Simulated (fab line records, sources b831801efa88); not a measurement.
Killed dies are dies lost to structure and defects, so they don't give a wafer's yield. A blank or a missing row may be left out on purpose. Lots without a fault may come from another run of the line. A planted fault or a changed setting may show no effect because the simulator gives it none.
Problem report in the 8D (eight disciplines) form, filled by code | flow gf180mcu | the parts of the form that need people (team, actions taken, sign-off) are left out

1. THE PROBLEM
HV_LDD_01_OVL at GF_HV_LDD_OVL_MEAS_20 reads a mean of 41.7 nm on 6 wafers of 2 lots; wafers without a fault read -0.8 nm with a standard deviation of 1.4. That is +30 standard deviations from the usual mean.
First seen on wafer L837.2, day 16 19:47, on overlay-02. The record holds 42 wafers of 14 lots with a number at this step. Rule for "out", or "out of limits": more than 4 standard deviations from the usual mean. The other wafers with a number count as sound.

2. WHAT IT IS AND WHAT IT IS NOT
question                    | is                     | is not
which readings at this step | HV_LDD_01_OVL          | -
which lots                  | L837, L839             | L822, L823, L824, L827, L828, L829, L830, L835, L838, L840, L842, L845
which wafers of those lots  | all that have a number | -
read on which gauges        | overlay-01, overlay-02 | -
when                        | from day 16 19:47      | up to then (24 sound wafers); but 12 sound wafers of L838, L840, L842, L845 came after

3. SUSPECTS, AND WHAT RULES EACH OUT
Counting: a tool at a process step up to the reading stays a suspect if it ran every lot that is out and no sound lot after the first of them.
- the gauge at GF_HV_LDD_OVL_MEAS_20: ruled out. The wafers that are out were read on 2 gauges (overlay-01, overlay-02).
- iline_stepper-01 at GF_HV_LDD_EXPOSE_16 (exposes mask Pplus LV AREA, target cd 400 nm): kept. It ran every lot that is out, first L837 (day 16 08:10), and no sound lot after that; its last sound lot up to then is L835 (day 15 16:22).
Left after counting: iline_stepper-01 at GF_HV_LDD_EXPOSE_16.

4. THE CAUSE (what the simulator had put in)
Scanner matching overlay: iline_stepper-01, from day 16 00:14 on, at GF_HV_LDD_EXPOSE_16. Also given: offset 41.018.
Counting left only this tool.

5. THE CHAIN OF EFFECTS, in route order
Each row: a reading whose mean over the struck wafers that have a number lies more than 3 standard deviations from the usual. Only readings for which the record gives a usual standard deviation are gone through. hours: the time from each lot's start at the first step in this table that gives one to its start at this step, as a median over the lots. sigmas: the change in usual standard deviations.
hours | step                  | reading       | usual   | on struck wafers | change | sigmas
0     | GF_HV_LDD_OVL_MEAS_20 | HV_LDD_01_OVL | -0.8 nm | 41.7             | +42.5  | +30
Later measuring or inspecting steps at which every struck wafer that the step has a row for has a number for every such reading, and none has moved that far: GF_CONTACT_RS_MEAS_25, GF_M1_THK_MEAS_06.

6. WHAT WOULD HAVE CAUGHT IT SOONER
In this record the first reading out of limits at a measuring or inspecting step was taken at day 16 19:47, 20 hours after the fault began at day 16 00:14.
Of the lots that are out (2), L839 began GF_HV_LDD_EXPOSE_16 on iline_stepper-01 after day 16 19:47. A hold on the tool at that time would have spared it.
